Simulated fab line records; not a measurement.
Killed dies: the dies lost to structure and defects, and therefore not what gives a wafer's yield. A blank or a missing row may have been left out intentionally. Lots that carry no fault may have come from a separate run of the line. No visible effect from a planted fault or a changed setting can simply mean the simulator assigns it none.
Which of the tools did it? / flow sky130 / 11 lots, 33 wafers sampled, at 3 steps of a route of 708

WHAT EACH GAUGE READ, for each wafer
SKY_GATE_OXIDE_THK_MEAS_02.
lot=L539; measured=day 13 18:36; on=film-metro-04; GATE_OXIDE_OXIDATION_00_THK (nm)=10.03 9.97 10.18
lot=L540; measured=day 13 17:58; on=film-metro-04; GATE_OXIDE_OXIDATION_00_THK (nm)=10.24 10.44 10.27
lot=L541; measured=day 14 04:02; on=film-metro-01; GATE_OXIDE_OXIDATION_00_THK (nm)=10.10 10.18 10.26
lot=L542; measured=day 14 05:50; on=film-metro-01; GATE_OXIDE_OXIDATION_00_THK (nm)=10.20 10.15 10.11
lot=L543; measured=day 14 16:31; on=film-metro-01; GATE_OXIDE_OXIDATION_00_THK (nm)=10.09 10.40 10.29
lot=L545; measured=day 15 08:41; on=film-metro-01; GATE_OXIDE_OXIDATION_00_THK (nm)=10.54 10.59 10.66
lot=L546; measured=day 15 19:02; on=film-metro-04; GATE_OXIDE_OXIDATION_00_THK (nm)=10.54 10.34 10.26
lot=L548; measured=day 16 03:03; on=film-metro-04; GATE_OXIDE_OXIDATION_00_THK (nm)=10.24 10.14 10.40
lot=L549; measured=day 16 13:25; on=film-metro-02; GATE_OXIDE_OXIDATION_00_THK (nm)=10.46 10.52 10.54
lot=L560; measured=day 20 18:02; on=film-metro-02; GATE_OXIDE_OXIDATION_00_THK (nm)=9.04 9.00 8.94
lot=L561; measured=day 20 20:42; on=film-metro-02; GATE_OXIDE_OXIDATION_00_THK (nm)=8.68 8.97 8.73

TOOL THAT RAN EACH LOT (tool first, then ch and the chambers of the sampled wafers, then the start)
lot=L539; SKY_VT_ADJUST_PCH_STRIP_09=plasma-asher-01 ch 0,1, day 11 05:50; SKY_GATE_OXIDE_OXIDATION_01=furnace-02 ch 0, day 13 17:11
lot=L540; SKY_VT_ADJUST_PCH_STRIP_09=plasma-asher-03 ch 0,1, day 11 06:59; SKY_GATE_OXIDE_OXIDATION_01=furnace-01 ch 0, day 13 16:34
lot=L541; SKY_VT_ADJUST_PCH_STRIP_09=plasma-asher-01 ch 0,1, day 11 16:32; SKY_GATE_OXIDE_OXIDATION_01=furnace-01 ch 0, day 14 02:37
lot=L542; SKY_VT_ADJUST_PCH_STRIP_09=plasma-asher-03 ch 0,1, day 11 19:01; SKY_GATE_OXIDE_OXIDATION_01=furnace-02 ch 0, day 14 04:24
lot=L543; SKY_VT_ADJUST_PCH_STRIP_09=plasma-asher-01 ch 0,1, day 12 04:20; SKY_GATE_OXIDE_OXIDATION_01=furnace-02 ch 0, day 14 15:06
lot=L545; SKY_VT_ADJUST_PCH_STRIP_09=plasma-asher-03 ch 0,1, day 12 18:32; SKY_GATE_OXIDE_OXIDATION_01=furnace-02 ch 0, day 15 07:16
lot=L546; SKY_VT_ADJUST_PCH_STRIP_09=plasma-asher-01 ch 0,1, day 13 02:17; SKY_GATE_OXIDE_OXIDATION_01=furnace-02 ch 0, day 15 17:37
lot=L548; SKY_VT_ADJUST_PCH_STRIP_09=plasma-asher-04 ch 0,1, day 13 12:56; SKY_GATE_OXIDE_OXIDATION_01=furnace-01 ch 0, day 16 01:38
lot=L549; SKY_VT_ADJUST_PCH_STRIP_09=plasma-asher-03 ch 0,1, day 13 21:50; SKY_GATE_OXIDE_OXIDATION_01=furnace-02 ch 0, day 16 12:01
lot=L560; SKY_VT_ADJUST_PCH_STRIP_09=plasma-asher-04 ch 0,1, day 17 19:59; SKY_GATE_OXIDE_OXIDATION_01=furnace-02 ch 0, day 20 16:38
lot=L561; SKY_VT_ADJUST_PCH_STRIP_09=plasma-asher-04 ch 0,1, day 18 00:17; SKY_GATE_OXIDE_OXIDATION_01=furnace-02 ch 0, day 20 19:17
- SKY_VT_ADJUST_PCH_STRIP_09: strips in O2/N2.
- SKY_GATE_OXIDE_OXIDATION_01: stabilise 600 s, purge 300 s, target thk 10.268 nm.

THE ANSWER, worked out from the rows above alone
Rule: what is usual is taken from the lots themselves. The widest of any qualifying gaps counts: lots, ordered by their means at a reading, are off when they make up no more than a third of the lots, leave a main group of 4 or more, and stand apart from it by 3 or more times the standard deviation of that group's means. A main group whose means are all the same, to the digits that the tables above print for the reading, isn't used. Also off: a lot with no number at a reading for which 4 or more lots have one. Any other lot the step has rows for is counted as sound.
Off: at SKY_GATE_OXIDE_THK_MEAS_02 (GATE_OXIDE_OXIDATION_00_THK), L560, L561. Mean 10.30 nm and standard deviation 0.16 in the main group.
A tool fits if, at a process step before that reading, it ran every lot that is off, and no sound lot after the first of them. Gauges at SKY_GATE_OXIDE_THK_MEAS_02: tried the same way as those tools. Can't be told from this: 3 tools fit, plasma-asher-04 at SKY_VT_ADJUST_PCH_STRIP_09, furnace-02 at SKY_GATE_OXIDE_OXIDATION_01, film-metro-02 at SKY_GATE_OXIDE_THK_MEAS_02.

WHAT THE SIMULATOR HAD PUT IN
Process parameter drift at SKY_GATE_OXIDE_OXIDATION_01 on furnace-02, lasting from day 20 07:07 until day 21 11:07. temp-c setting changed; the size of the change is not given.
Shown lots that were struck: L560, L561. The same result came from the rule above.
